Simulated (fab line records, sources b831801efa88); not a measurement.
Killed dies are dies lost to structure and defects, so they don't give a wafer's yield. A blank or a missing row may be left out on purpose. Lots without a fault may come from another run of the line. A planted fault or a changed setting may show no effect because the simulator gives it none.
Which tool did it? | flow sfq_line | 7 lots, 21 wafers sampled, at 1 step of a route of 325

WHAT THE GAUGES READ, wafer by wafer
SFQ_M4_OVL_MEAS_926.
lot  | measured     | on         | M4_OVL (nm)
L774 | day 36 22:00 | overlay-02 | 8 11 10
L776 | day 37 00:14 | overlay-02 | -5 -5 1
L781 | day 46 16:17 | overlay-01 | 1 8 5
L786 | day 48 10:17 | overlay-01 | 2 1 -1
L789 | day 49 17:25 | overlay-01 | -3 -3 -1
L792 | day 50 16:20 | overlay-01 | -8 1 -3
L795 | day 51 10:20 | overlay-01 | 1 5 3

WHICH TOOL RAN EACH LOT (tool, then ch and the chambers of the sampled wafers, then the start)
The record holds no process step before these readings.

THE ANSWER, worked out from the rows above alone
Rule: what is usual is taken from the lots themselves. Put in order of their means at a reading, lots are off if they are a third of the lots or fewer, leave a main group of 4 or more, and stand apart from it by a gap of 3 or more times the standard deviation of the main group's means; of several such gaps the widest counts. A main group whose means are all the same, to the digits that the tables above print for the reading, isn't used. A lot without any number at a reading at which 4 lots or more have one is off too. The other lots that the step has rows for count as sound.
No lot is off at any reading shown: from this, nothing can be told.

WHAT THE SIMULATOR HAD PUT IN
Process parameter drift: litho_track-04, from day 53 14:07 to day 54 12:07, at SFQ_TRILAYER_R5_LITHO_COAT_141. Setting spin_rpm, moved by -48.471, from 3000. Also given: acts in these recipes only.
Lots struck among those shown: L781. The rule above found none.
